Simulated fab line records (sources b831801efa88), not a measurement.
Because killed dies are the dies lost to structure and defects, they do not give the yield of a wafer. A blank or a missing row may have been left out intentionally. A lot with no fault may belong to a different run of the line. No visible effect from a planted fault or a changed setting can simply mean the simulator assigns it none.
A lot that was struck, set against a sound lot | flow gf180mcu | 23 out of 602 route steps
Sound: wafers L443.1, L443.2, L443.5. Wafers struck: L449.1, L449.3, L449.4. At the end, the cause is stated.
Order at every step that has rows: each side's tool, ch and its chambers, its first start. Under that, the readings that differ: sound wafers | struck wafers | difference of the means | sigmas: that difference in standard deviations of wafers without a fault.
alike: a reading whose means differ by less than 2 such deviations, as well as words and numbers matching on both sides. not compared: withheld readings; readings where some wafer has no value; bounds like >300 that might hide an equal value; numbers whose values overlap and for which the record gives no deviation.
The two part at a step that has a row with sigmas, a row that says differs or no value, or rows on one side only. Numbers that don't overlap but have no deviation are shown without sigmas and don't part them. Lack of a reading on every wafer of one side parts them only where that side has two or more wafers.

first, 5 steps without rows for these wafers: GF_NWELL_COAT_02 (resist thk 3000 nm); GF_NWELL_SOFTBAKE_03; GF_NWELL_EXPOSE_04 (exposes mask Nwell, target cd 860 nm); GF_NWELL_PEB_05; GF_NWELL_DEVELOP_06 (develop time 60 s).
GF_NWELL_OVL_MEAS_07:
  struck on overlay-02, day 6 22:17; sound on overlay-02, day 5 14:35
  alike: NWELL_OVL
then, 2 steps without rows for these wafers: GF_NWELL_IMPLANT_08; GF_NWELL_IMPLANT_09.
GF_NWELL_STRIP_10: strips in O2/N2.
  sound on plasmaAsher-04 ch 0,1, day 5 14:56; struck on plasmaAsher-01 ch 0,1, day 6 22:38
  alike: chamberPressureMTorr, drypumpMotorCurrentA, heaterPowerW, oesProductAu, stripTimeToEndpointS
  not compared: rfHoursCounterH
GF_NWELL_TW_MEAS_11:
  struck on filmMetro-04, day 6 22:44; sound on filmMetro-03, day 5 15:02
  alike: NWELL_TW
then, 2 steps without rows for these wafers: GF_LVPWELL_DEHYDRATE_00 (time 60 s); GF_LVPWELL_HMDS_01 (prime time 60 s).
GF_LVPWELL_COAT_02: resist thk 3000 nm.
  sound on lithoTrack-01 ch 0, day 5 22:08; struck on lithoTrack-01 ch 0, day 7 06:08
reading                                  | sound                | struck               | difference | sigmas
resistLineTempC (C)                      | 22.89 22.89 23.11    | 22.74 22.81 22.75    | -0.20      | -2
spinSpeedRpm (rpm)                       | 2001.1 1999.8 1998.5 | 1959.7 1963.1 1964.4 | -37.4      | -27
model.coat_of_LVPWELL_COAT_02.thkNm (nm) | 2999 3007 2999       | 3033 3031 3022       | +27        | 
then, 3 steps without rows for these wafers: GF_LVPWELL_SOFTBAKE_03; GF_LVPWELL_EXPOSE_04 (exposes mask LVPWELL, target cd 600 nm); GF_LVPWELL_PEB_05.
GF_LVPWELL_DEVELOP_06: develop time 60 s.
  sound: lithoTrack-01 ch 0; struck: lithoTrack-03 ch 0
reading                                  | sound          | struck         | difference | sigmas
model.coat_of_LVPWELL_COAT_02.thkNm (nm) | 2998 3006 2998 | 3032 3030 3021 | +27        | 
  alike: resistLineTempC
GF_LVPWELL_OVL_MEAS_07:
  struck on overlay-01, day 7 13:47; sound on overlay-02, day 6 06:11
  alike: LVPWELL_OVL
then, 2 steps without rows for these wafers: GF_LVPWELL_IMPLANT_08; GF_LVPWELL_IMPLANT_09.
GF_LVPWELL_STRIP_10: strips in O2/N2.
  sound on plasmaAsher-04 ch 0,1, day 6 06:31; struck on plasmaAsher-04 ch 0,1, day 7 14:07
reading                  | sound             | struck            | difference | sigmas
stripTimeToEndpointS (s) | 36.93 37.03 36.95 | 37.35 37.31 37.20 | +0.32      | +3
  alike: chamberPressureMTorr, drypumpMotorCurrentA, heaterPowerW, oesProductAu
  not compared: rfHoursCounterH
GF_LVPWELL_TW_MEAS_11:
  struck on filmMetro-04, day 7 14:13; sound on filmMetro-01, day 6 06:37
  alike: LVPWELL_TW
following that, these wafers have no rows for 1 step: GF_PASSIVATION_PROBE_99.

## WHERE THEY PART
Earliest at GF_LVPWELL_COAT_02; latest, in this record, at GF_LVPWELL_STRIP_10. Later steps at which nothing parts them and some readings are alike: GF_LVPWELL_TW_MEAS_11.

WHY: whatever the simulator had introduced
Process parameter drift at GF_LVPWELL_COAT_02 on lithoTrack-01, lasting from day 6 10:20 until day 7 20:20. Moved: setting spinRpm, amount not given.
